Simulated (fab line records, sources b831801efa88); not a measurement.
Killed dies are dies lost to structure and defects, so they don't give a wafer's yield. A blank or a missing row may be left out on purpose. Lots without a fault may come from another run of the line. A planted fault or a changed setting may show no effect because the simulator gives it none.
Which tool did it? | flow gf180mcu | 7 lots, 21 wafers sampled, at 4 steps of a route of 602

WHAT THE GAUGES READ, wafer by wafer
GF_V5_CD_MEAS_14: target cd 260 nm.
lot  | measured     | on        | cd_nm (nm)
L167 | day 27 11:25 | cd_sem-01 | 259.3 257.7 258.3
L170 | day 28 10:22 | cd_sem-02 | 313.7 312.7 313.1
L174 | day 29 16:10 | cd_sem-02 | 313.1 312.1 312.3
L183 | day 32 11:19 | cd_sem-01 | 261.3 261.2 260.1
L185 | day 33 03:26 | cd_sem-01 | 259.1 259.5 256.9
L187 | day 33 10:49 | cd_sem-02 | 259.9 259.8 260.5
L189 | day 33 20:02 | cd_sem-01 | 257.3 260.6 258.7

WHICH TOOL RAN EACH LOT (tool, then ch and the chambers of the sampled wafers, then the start)
lot  | GF_V4_SPUTTER_21             | GF_MIM_METAL_ETCH_19              | GF_V5_SOFTBAKE_10
L167 | pvd_sputter-03, day 24 16:48 | rie_metal-04 ch 0,1, day 25 15:36 | litho_track-04 ch 0, day 27 00:00
L170 | pvd_sputter-02, day 25 16:53 | rie_metal-02 ch 0,1, day 26 15:16 | litho_track-04 ch 0, day 28 00:00
L174 | pvd_sputter-04, day 27 03:18 | rie_metal-01 ch 0,1, day 28 00:32 | litho_track-04 ch 0, day 29 07:00
L183 | pvd_sputter-03, day 30 03:58 | rie_metal-04 ch 0,1, day 30 22:52 | litho_track-02 ch 0, day 32 02:00
L185 | pvd_sputter-04, day 30 20:26 | rie_metal-02 ch 0,1, day 31 15:26 | litho_track-02 ch 0, day 32 18:00
L187 | pvd_sputter-02, day 31 04:29 | rie_metal-02 ch 0,1, day 31 22:58 | litho_track-03 ch 0, day 33 02:00
L189 | pvd_sputter-03, day 31 16:37 | rie_metal-01 ch 0, day 32 10:07   | litho_track-04 ch 0, day 33 11:00
- GF_V4_SPUTTER_21: material Ti, target thk 15 nm, time 80.02 s.
- GF_MIM_METAL_ETCH_19: etches the open film in Cl2/BCl3, stops on Si3N4, target depth 324.5 nm, time 54.1 s.
- GF_V5_SOFTBAKE_10: time 60 s.

THE ANSWER, worked out from the rows above alone
Rule: what is usual is taken from the lots themselves. Put in order of their means at a reading, lots are off if they are a third of the lots or fewer, leave a main group of 4 or more, and stand apart from it by a gap of 3 or more times the standard deviation of the main group's means; of several such gaps the widest counts. A main group whose means are all the same, to the digits that the tables above print for the reading, isn't used. A lot without any number at a reading at which 4 lots or more have one is off too. The other lots that the step has rows for count as sound.
Off: L170, L174, at GF_V5_CD_MEAS_14 (cd_nm). The main group: mean 259.3 nm, standard deviation 0.96.
A tool fits if, at a process step before that reading, it ran every lot that is off, and no sound lot after the first of them. The gauges at GF_V5_CD_MEAS_14 are tried like those tools. None of those tried fits.

WHAT THE SIMULATOR HAD PUT IN
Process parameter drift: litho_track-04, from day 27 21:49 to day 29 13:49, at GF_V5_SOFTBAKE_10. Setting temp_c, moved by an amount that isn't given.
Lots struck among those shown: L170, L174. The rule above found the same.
